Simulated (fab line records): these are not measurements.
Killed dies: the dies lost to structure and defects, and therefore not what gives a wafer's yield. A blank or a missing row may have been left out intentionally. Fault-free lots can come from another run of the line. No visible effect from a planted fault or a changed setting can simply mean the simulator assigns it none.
Which tool is to blame?	flow gf180mcu	42 wafers from 14 lots sampled at 4 of the route's 602 steps

WHAT THE GAUGES READ, wafer by wafer
GF_VT_IMPLANT_TW_MEAS_10.
lot	measured	on	VT_IMPLANT_TW
L682	day 5 15:37	filmMetro-02	557 557 557
L683	day 5 18:49	filmMetro-03	569 569 565
L684	day 6 01:03	filmMetro-03	569 566 567
L685	day 6 08:52	filmMetro-02	558 562 559
L686	day 6 13:35	filmMetro-04	566 562 564
L690	day 7 14:55	filmMetro-02	559 561 563
L692	day 8 04:46	filmMetro-04	567 565 565
L693	day 8 12:06	filmMetro-02	562 562 557
L695	day 8 20:54	filmMetro-02	561 557 560
L697	day 9 14:13	filmMetro-04	562 561 562
L700	day 10 05:18	filmMetro-03	566 568 569
L702	day 10 16:51	filmMetro-02	559 560 560
L704	day 11 06:06	filmMetro-04	560 561 562
L705	day 11 14:44	filmMetro-02	562 560 562

GF_VT_IMPLANT_RS_MEAS_47: measures by four-point-probe.
lot	measured	on	NWELL_RS (ohm/sq)
L682	day 7 14:38	filmMetro-04	488.5 489.1 487.9
L683	day 7 17:56	filmMetro-01	488.7 488.6 487.2
L684	day 8 00:42	filmMetro-03	488.0 489.0 487.3
L685	day 8 10:17	filmMetro-03	487.4 489.3 488.9
L686	day 8 13:34	filmMetro-03	488.7 488.3 488.6
L690	day 9 17:49	filmMetro-04	490.7 489.8 489.0
L692	day 10 08:49	filmMetro-01	487.7 484.6 487.0
L693	day 10 15:18	filmMetro-03	488.7 488.4 488.2
L695	day 11 01:56	filmMetro-01	487.0 487.1 486.2
L697	day 11 20:41	filmMetro-01	487.6 487.4 488.7
L700	day 12 13:51	filmMetro-04	487.6 489.3 487.5
L702	day 13 01:26	filmMetro-01	485.0 485.5 485.3
L704	day 13 17:44	filmMetro-04	488.0 489.1 489.6
L705	day 14 02:06	filmMetro-04	490.4 490.6 491.5

GF_POLY_GATE_CD_MEAS_10 targets a cd of 280 nm.
lot	measured	on	cdNm (nm)
L682	day 9 06:40	cdSem-02	279.8 278.5 279.9
L683	day 9 11:50	cdSem-01	280.1 280.3 280.7
L684	day 9 17:28	cdSem-01	279.1 279.7 280.3
L685	day 10 03:25	cdSem-01	279.4 281.0 279.4
L686	day 10 06:33	cdSem-01	281.1 281.4 281.6
L690	day 11 11:48	cdSem-02	279.6 280.1 280.4
L692	day 12 04:23	cdSem-01	277.5 278.2 278.1
L693	day 12 11:07	cdSem-01	282.0 280.9 281.0
L695	day 12 21:25	cdSem-01	279.2 279.7 280.6
L697	day 13 18:10	cdSem-02	281.0 280.9 280.0
L700	day 14 14:02	cdSem-02	280.8 280.5 279.7
L702	day 15 01:04	cdSem-01	278.6 279.1 279.0
L704	day 15 18:04	cdSem-01	280.1 281.3 281.6
L705	day 16 03:32	cdSem-01	281.8 283.0 280.9

WHAT TOOL EACH LOT RAN ON (gives the tool, then ch and the chambers of the sampled wafers, and finally the start)
lot	GF_VT_IMPLANT_CLEAN_44
L682	wetBench-03 ch 1, day 7 14:22
L683	wetBench-02 ch 0, day 7 17:40
L684	wetBench-03 ch 2, day 8 00:25
L685	wetBench-02 ch 1, day 8 10:01
L686	wetBench-03 ch 1, day 8 13:16
L690	wetBench-02 ch 2, day 9 17:31
L692	wetBench-04 ch 0, day 10 08:31
L693	wetBench-04 ch 1, day 10 15:02
L695	wetBench-04 ch 1, day 11 01:40
L697	wetBench-03 ch 0, day 11 20:22
L700	wetBench-04 ch 2, day 12 13:34
L702	wetBench-02 ch 3, day 13 01:10
L704	wetBench-04 ch 3, day 13 17:27
L705	wetBench-02 ch 2, day 14 01:46
- GF_VT_IMPLANT_CLEAN_44: cleans in SC1/SC2, time 150 s.

WHAT THE TOOLS THEMSELVES READ (means of the sampled wafers that have a number; where no wafer has one, the mark that the record gives instead)
GF_VT_IMPLANT_CLEAN_44.
lot	tool	runLengthS (s)
L682	wetBench-03	176
L683	wetBench-02	176
L684	wetBench-03	184
L685	wetBench-02	176
L686	wetBench-03	175
L690	wetBench-02	176
L692	wetBench-04	183
L693	wetBench-04	184
L695	wetBench-04	184
L697	wetBench-03	186
L700	wetBench-04	99
L702	wetBench-02	177
L704	wetBench-04	98
L705	wetBench-02	175

THE ANSWER, worked out from the rows above alone
Rule: the lots themselves supply what counts as usual. The widest of any qualifying gaps counts: lots, ordered by their means at a reading, are off when they make up no more than a third of the lots, leave a main group of 4 or more, and stand apart from it by 3 or more times the standard deviation of that group's means. If all means in a main group match to the digits the tables above print for the reading, that group is not used. A lot without any number at a reading at which 4 lots or more have one is off too. Any other lot the step has rows for is counted as sound. Order of review: gauges by route order, followed by the tools' own readings, for which a lot's mean as printed above is used. The first step at which some lot is off is used, and at that step the reading that is off furthest; a lot without a number counts as furthest.
Off, at GF_VT_IMPLANT_CLEAN_44 on runLengthS: L700, L704. Mean 179 s and standard deviation 4.2 in the main group.
A tool fits if, at that step or a process step before it, it ran every lot that is off, and no sound lot after the first of them. One fits: GF_VT_IMPLANT_CLEAN_44 on wetBench-04. Its last sound lot is L695 (day 11 01:40), its first lot that is off L700 (day 12 13:34): a fault that began between those two fits.
On the lots that are off, the tool's own readings at GF_VT_IMPLANT_CLEAN_44 differ by more than 5 times the standard deviation of the sound lots' means, which bears it out; runLengthS reads 98 s there versus 179 s on the sound lots.

WHAT THE SIMULATOR HAD PUT IN
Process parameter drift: wetBench-04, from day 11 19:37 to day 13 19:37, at GF_VT_IMPLANT_CLEAN_44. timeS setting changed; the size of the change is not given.
Lots struck among those shown: L700, L704. Same finding as the rule above.
